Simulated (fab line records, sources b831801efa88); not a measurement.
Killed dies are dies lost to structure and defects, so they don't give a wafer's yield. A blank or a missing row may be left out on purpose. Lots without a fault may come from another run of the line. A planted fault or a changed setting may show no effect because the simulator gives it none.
Chamber matching | flow sky130 | SKY_VIA2_ETCH_15 on rie_diel-03: 4 sister chambers
The step etches SiO2 in C4F8/O2/Ar, stops on TiN, target depth 546 nm, time 84 s. 4 wafers are shown with their chamber, then 8 later ones without.

WAFERS WITH THEIR CHAMBER
wafer  | chamber | oes_product_au (a.u.)
L080.4 | 1       | 0.938
L084.4 | 2       | 0.946
L084.5 | 3       | 0.942
L087.2 | 0       | 0.937

WAFERS WITHOUT THEIR CHAMBER
wafer  | oes_product_au (a.u.)
L087.3 | 0.940
L087.4 | 0.937
L093.1 | 0.939
L093.3 | 0.947
L093.5 | 0.938
L095.1 | 0.943
L095.3 | 0.941
L095.6 | 0.946

WHICH CHAMBER EACH WENT THROUGH
wafer  | from the rows above          | in truth
L087.3 | can't be placed: 1 or 3 or 0 | 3
L087.4 | can't be placed: 0 or 1      | 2
L093.1 | can't be placed: 1 or 0      | 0
L093.3 | 2                            | 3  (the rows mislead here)
L093.5 | can't be placed: 1 or 0      | 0
L095.1 | 3                            | 3
L095.3 | 3                            | 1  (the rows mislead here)
L095.6 | 2                            | 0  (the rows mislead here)
Placed correctly: 1 of 8. Can't be placed from these rows: 4 (the true chamber is among the candidates in 3). Placed wrongly: 3.
How it was worked out, from the rows above alone: a wafer's distance from a chamber is the root of the sum, over the readings, of the square of ((its reading less the chamber's mean) divided by the reading's scatter). The wafer belongs to the nearest chamber; if the next one is less than 2 further off, it can't be placed. A chamber's mean is the mean of its shown wafers. The scatter: with one shown wafer a chamber, the root of the mean of the squares of how far each hidden wafer lies from its nearest shown one.
